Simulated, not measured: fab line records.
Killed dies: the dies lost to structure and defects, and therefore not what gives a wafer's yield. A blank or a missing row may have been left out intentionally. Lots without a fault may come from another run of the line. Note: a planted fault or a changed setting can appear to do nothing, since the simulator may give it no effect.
A struck lot beside a sound one ; flow sky130 ; 14 steps out of a route of 708
Sound: wafers L941.2, L941.4, L941.6. Struck: wafers L930.1, L930.3, L930.4. The cause comes at the end.
At each step with rows: each side's tool, then ch and its chambers, then its first start. Under that, the readings that differ: sound wafers ; struck wafers ; difference of the means ; sigmas: that difference in standard deviations of wafers without a fault.
alike: a reading whose means differ by less than 2 such deviations, as well as words and numbers matching on both sides. not compared: withheld readings; readings where some wafer has no value; bounds like >300 that might hide an equal value; numbers whose values overlap and for which the record gives no deviation.
A row with sigmas, a row that says differs or no value, or rows on one side alone: a step with any of these is where the two part. Numbers that don't overlap but have no deviation are shown without sigmas and don't part them. Lack of a reading on every wafer of one side parts them only where that side has two or more wafers.

first, 3 steps without rows for these wafers: SKY_METAL3_CLEAN_21 (cleans in IPA, time 180 s); SKY_METAL3_CLEAN_22 (cleans in O3/DIW); SKY_VIA3_HDPCVD_00 (deposits SiO2, target thk 1635 nm, time 272.5 s).
SKY_VIA3_THK_MEAS_01:
  sound on filmMetro-01 at day 43 09:49; struck on filmMetro-04 at day 40 11:14
  alike: VIA3_HDPCVD_THK
SKY_VIA3_CMP_02: polishes SiO2.
  sound on cmp-01 ch 0,1, day 43 09:53; struck on cmp-01 ch 1,2,3, day 40 11:18
  alike: motorCurrentA
SKY_VIA3_BOW_MEAS_03:
  sound on filmMetro-02 at day 43 10:13; struck on filmMetro-04 at day 40 11:36
  alike: VIA3_BOW
then, 6 steps without rows for these wafers: SKY_VIA3_DEHYDRATE_04 (time 60 s); SKY_VIA3_HMDS_05 (prime time 60 s); SKY_VIA3_COAT_06 (resist thk 60 nm); SKY_VIA3_COAT_07 (resist thk 450 nm); SKY_VIA3_SOFTBAKE_08 (time 90 s); SKY_VIA3_EXPOSE_09 (exposes mask VIM3, target cd 200 nm).
SKY_VIA3_PEB_10:
  struck on lithoTrack-01, day 41 11:00; sound on lithoTrack-04 ch 0, day 44 09:00
reading;sound;struck;difference;sigmas
exhaustPa (Pa);45.0 44.7 45.0;- - -;no value on the struck wafers;
  not compared: chillPlateTempC
then, 1 step without rows for these wafers: SKY_VIA3_DEVELOP_11 (develop time 60 s).

== WHERE THEY PART ==
Only at SKY_VIA3_PEB_10, as far as this record shows.

WHY: the cause the simulator had injected
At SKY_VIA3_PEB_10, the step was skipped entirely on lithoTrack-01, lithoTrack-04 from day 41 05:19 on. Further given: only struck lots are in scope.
